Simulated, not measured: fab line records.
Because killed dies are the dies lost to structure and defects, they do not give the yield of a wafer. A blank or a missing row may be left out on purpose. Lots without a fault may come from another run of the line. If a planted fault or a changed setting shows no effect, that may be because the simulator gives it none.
Matching of chambers / flow gf180mcu / rie_diel-01 running GF_V1_ETCH_16: 4 sister chambers
The step etches BARC in N2/H2. 16 wafers are shown with their chamber, then 8 later ones without.

## EACH WAFER AND ITS CHAMBER
wafer=L074.2; chamber=1; drypump_motor_current_A (A)=5.5; rf_fwd_power_W (W)=497.5; oes_product_au (a.u.)=0.850
wafer=L074.3; chamber=0; drypump_motor_current_A (A)=5.8; rf_fwd_power_W (W)=494.2; oes_product_au (a.u.)=0.856
wafer=L074.4; chamber=3; drypump_motor_current_A (A)=6.0; rf_fwd_power_W (W)=496.9; oes_product_au (a.u.)=0.852
wafer=L077.1; chamber=2; drypump_motor_current_A (A)=5.1; rf_fwd_power_W (W)=495.5; oes_product_au (a.u.)=0.862
wafer=L077.2; chamber=0; drypump_motor_current_A (A)=5.8; rf_fwd_power_W (W)=492.5; oes_product_au (a.u.)=0.846
wafer=L077.3; chamber=1; drypump_motor_current_A (A)=5.5; rf_fwd_power_W (W)=497.6; oes_product_au (a.u.)=0.855
wafer=L078.2; chamber=0; drypump_motor_current_A (A)=5.8; rf_fwd_power_W (W)=494.6; oes_product_au (a.u.)=0.860
wafer=L078.4; chamber=3; drypump_motor_current_A (A)=6.0; rf_fwd_power_W (W)=494.3; oes_product_au (a.u.)=0.856
wafer=L078.6; chamber=3; drypump_motor_current_A (A)=6.0; rf_fwd_power_W (W)=493.7; oes_product_au (a.u.)=0.848
wafer=L081.3; chamber=2; drypump_motor_current_A (A)=5.2; rf_fwd_power_W (W)=496.0; oes_product_au (a.u.)=0.851
wafer=L081.4; chamber=1; drypump_motor_current_A (A)=5.5; rf_fwd_power_W (W)=498.4; oes_product_au (a.u.)=0.851
wafer=L081.5; chamber=2; drypump_motor_current_A (A)=5.1; rf_fwd_power_W (W)=498.7; oes_product_au (a.u.)=0.865
wafer=L084.1; chamber=0; drypump_motor_current_A (A)=5.8; rf_fwd_power_W (W)=492.9; oes_product_au (a.u.)=0.859
wafer=L084.5; chamber=1; drypump_motor_current_A (A)=5.4; rf_fwd_power_W (W)=495.4; oes_product_au (a.u.)=0.862
wafer=L084.6; chamber=2; drypump_motor_current_A (A)=5.2; rf_fwd_power_W (W)=493.0; oes_product_au (a.u.)=0.860
wafer=L089.2; chamber=2; drypump_motor_current_A (A)=5.2; rf_fwd_power_W (W)=496.3; oes_product_au (a.u.)=0.852

SIGNATURES, as means of the wafers listed above
reading=drypump_motor_current_A; chamber 0=5.800; chamber 1=5.475; chamber 2=5.160; chamber 3=6.000; scatter within a chamber=0.0403
reading=rf_fwd_power_W; chamber 0=493.550; chamber 1=497.225; chamber 2=495.900; chamber 3=494.967; scatter within a chamber=1.59
reading=oes_product_au; chamber 0=0.85525; chamber 1=0.85450; chamber 2=0.85800; chamber 3=0.85200; scatter within a chamber=0.00576
Rule: distance of a wafer from a chamber = root of the sum over the readings of ((wafer's reading minus chamber's mean) / reading's scatter) squared. The wafer belongs to the nearest chamber; if the next one is less than 2 further off, it can't be placed. The scatter: the root of (the sum of the squares of (reading less its chamber's mean) over the shown wafers, divided by (wafers less chambers)).

## WAFERS MISSING THEIR CHAMBER
wafer=L089.4; drypump_motor_current_A (A)=5.5; rf_fwd_power_W (W)=497.0; oes_product_au (a.u.)=0.847
wafer=L089.6; drypump_motor_current_A (A)=5.1; rf_fwd_power_W (W)=496.4; oes_product_au (a.u.)=0.860
wafer=L090.1; drypump_motor_current_A (A)=5.5; rf_fwd_power_W (W)=495.8; oes_product_au (a.u.)=0.845
wafer=L090.3; drypump_motor_current_A (A)=5.1; rf_fwd_power_W (W)=495.6; oes_product_au (a.u.)=0.861
wafer=L090.5; drypump_motor_current_A (A)=6.0; rf_fwd_power_W (W)=495.7; oes_product_au (a.u.)=0.848
wafer=L097.2; drypump_motor_current_A (A)=5.2; rf_fwd_power_W (W)=497.2; oes_product_au (a.u.)=0.861
wafer=L097.3; drypump_motor_current_A (A)=5.5; rf_fwd_power_W (W)=495.7; oes_product_au (a.u.)=0.852
wafer=L097.4; drypump_motor_current_A (A)=5.8; rf_fwd_power_W (W)=492.2; oes_product_au (a.u.)=0.851

## THE CHAMBER EACH PASSED THROUGH
wafer=L089.4; from the rows above=1; in truth=1
wafer=L089.6; from the rows above=2; in truth=2
wafer=L090.1; from the rows above=1; in truth=1
wafer=L090.3; from the rows above=2; in truth=2
wafer=L090.5; from the rows above=3; in truth=3
wafer=L097.2; from the rows above=2; in truth=2
wafer=L097.3; from the rows above=1; in truth=1
wafer=L097.4; from the rows above=0; in truth=0
Placed correctly: 8 of 8. Not placeable from these rows: 0. 0 placed wrongly.
